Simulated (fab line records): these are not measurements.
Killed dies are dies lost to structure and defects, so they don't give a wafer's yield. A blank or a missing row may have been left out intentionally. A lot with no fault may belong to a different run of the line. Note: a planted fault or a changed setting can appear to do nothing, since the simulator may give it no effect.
Lot-split experiment + flow sky130 + route with 708 steps; 5 lots, 23 wafers read

== SPLIT DETAILS ==
At SKY_VIA2_COAT_07 (resist thk 450 nm), the setting resist-thk-nm was moved away from the recipe's 450 nm on 9 of the 23 wafers read, by -3.1% to +3.7%. This setting was run at the recipe's value on the other wafers.

The reading comes from the split's own step.

== THE READING ==
KrF-thick_of_VIA2_COAT_07.thk-nm (the simulator's own value, which no gauge read), in nm, at SKY_VIA2_COAT_07 (resist thk 450 nm). The file gives no usual value for it. Average 451.0 nm, standard deviation 0.89 nm, over the 14 wafers here run with the recipe.

| wafer  | tool, chamber at the split | resist-thk-nm as run, nm | against the recipe | KrF-thick_of_VIA2_COAT_07.thk-nm, nm | against lot-mates on the recipe |
|--------|----------------------------|--------------------------|--------------------|--------------------------------------|---------------------------------|
| L078.2 | litho-track-04, 0          | 450                      | recipe             | 452.4                                | -                               |
| L078.3 | litho-track-04, 0          | 450                      | recipe             | 453                                  | -                               |
| L078.6 | litho-track-04, 0          | 450                      | recipe             | 451.6                                | -                               |
| L079.1 | litho-track-01, 0          | 450                      | recipe             | 450.3                                | -                               |
| L079.2 | litho-track-01, 0          | 450                      | recipe             | 450.7                                | -                               |
| L079.4 | litho-track-01, 0          | 466.8                    | +3.7%              | 466.7                                | +16.1                           |
| L079.5 | litho-track-01, 0          | 466.8                    | +3.7%              | 467.6                                | +17.0                           |
| L079.6 | litho-track-01, 0          | 450                      | recipe             | 450.8                                | -                               |
| L080.1 | litho-track-03, 0          | 458                      | +1.8%              | 457.5                                | +7.4                            |
| L080.2 | litho-track-03, 0          | 450                      | recipe             | 449.5                                | -                               |
| L080.4 | litho-track-03, 0          | 450                      | recipe             | 450.3                                | -                               |
| L080.5 | litho-track-03, 0          | 450                      | recipe             | 450.5                                | -                               |
| L080.6 | litho-track-03, 0          | 458                      | +1.8%              | 458.1                                | +8.0                            |
| L081.1 | litho-track-01, 0          | 436                      | -3.1%              | 437.3                                | -13.5                           |
| L081.2 | litho-track-01, 0          | 450                      | recipe             | 450.2                                | -                               |
| L081.3 | litho-track-01, 0          | 436                      | -3.1%              | 436.1                                | -14.7                           |
| L081.4 | litho-track-01, 0          | 450                      | recipe             | 451.4                                | -                               |
| L081.5 | litho-track-01, 0          | 436                      | -3.1%              | 435.8                                | -15.0                           |
| L085.1 | litho-track-04, 0          | 450                      | recipe             | 451.3                                | -                               |
| L085.2 | litho-track-04, 0          | 450                      | recipe             | 450.9                                | -                               |
| L085.3 | litho-track-04, 0          | 440.8                    | -2.0%              | 441.6                                | -9.3                            |
| L085.4 | litho-track-04, 0          | 450                      | recipe             | 450.6                                | -                               |
| L085.5 | litho-track-04, 0          | 440.8                    | -2.0%              | 441.1                                | -9.8                            |

THE FIT
A straight line over all 23 wafers: KrF-thick_of_VIA2_COAT_07.thk-nm changes by +4.47 nm for each +1% of resist-thk-nm; r = +0.99; the points scatter about the line by 0.87 nm.
The same after taking each lot's own level away (the mean of its wafers on the recipe; 23 wafers): +4.53 nm for each +1%; r = +1.00; scatter 0.5 nm.
That fit puts the effect of the largest move of resist-thk-nm on the reading at 17 nm.
The lots' own levels span 450.10 to 452.33 nm, that is 2.5 times the standard deviation above.
Hence the lot-to-lot level has little effect on the slope; both slopes agree.
Check: for one of the wafers moved furthest among these (+3.7%), held out of the fit, the line's prediction against its lot-mates is +17 nm. It came out at +16.1 nm against them.

== FURTHER SPLITS ON THESE WAFERS ==
Before the reading, these wafers also passed through other splits. Each is held against what the fit with the lots' levels taken away leaves over:
| other split on the same wafers                | wafers away from the commonest value | r with KrF-thick_of_VIA2_COAT_07.thk-nm (lot level and that fit taken away) |
|-----------------------------------------------|--------------------------------------|-----------------------------------------------------------------------------|
| SKY_LI_CONTACT_ETCH_15 bias-w                 | 5                                    | +0.05                                                                       |
| SKY_LI_CONTACT_SPUTTER_19 chamber-pressure-pa | 15                                   | -0.02                                                                       |
| SKY_LOCAL_INTERCONNECT_COAT_05 resist-thk-nm  | 8                                    | +0.03                                                                       |
| SKY_LOCAL_INTERCONNECT_ETCH_13 ion-energy-ev  | 4                                    | +0.17                                                                       |
| SKY_CONTACT_ETCH_16 time-s                    | 11                                   | +0.08                                                                       |
| SKY_CONTACT_CMP_27 t-overpolish-s             | 8                                    | -0.18                                                                       |
| SKY_VIA1_CMP_02 leave-above-ref-nm            | 9                                    | -0.20                                                                       |
| SKY_VIA1_SPUTTER_20 time-s                    | 7                                    | -0.02                                                                       |
| SKY_METAL2_SPUTTER_04 power-w                 | 6                                    | -0.06                                                                       |
| SKY_METAL2_COAT_10 spin-rpm                   | 6                                    | -0.02                                                                       |
| SKY_METAL2_METAL_ETCH_19 time-s               | 7                                    | +0.16                                                                       |

== FILE'S OWN FIT ==
KrF-thick_of_VIA2_COAT_07.thk-nm changes by +4.51 nm for each +1% of resist-thk-nm, r = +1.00.
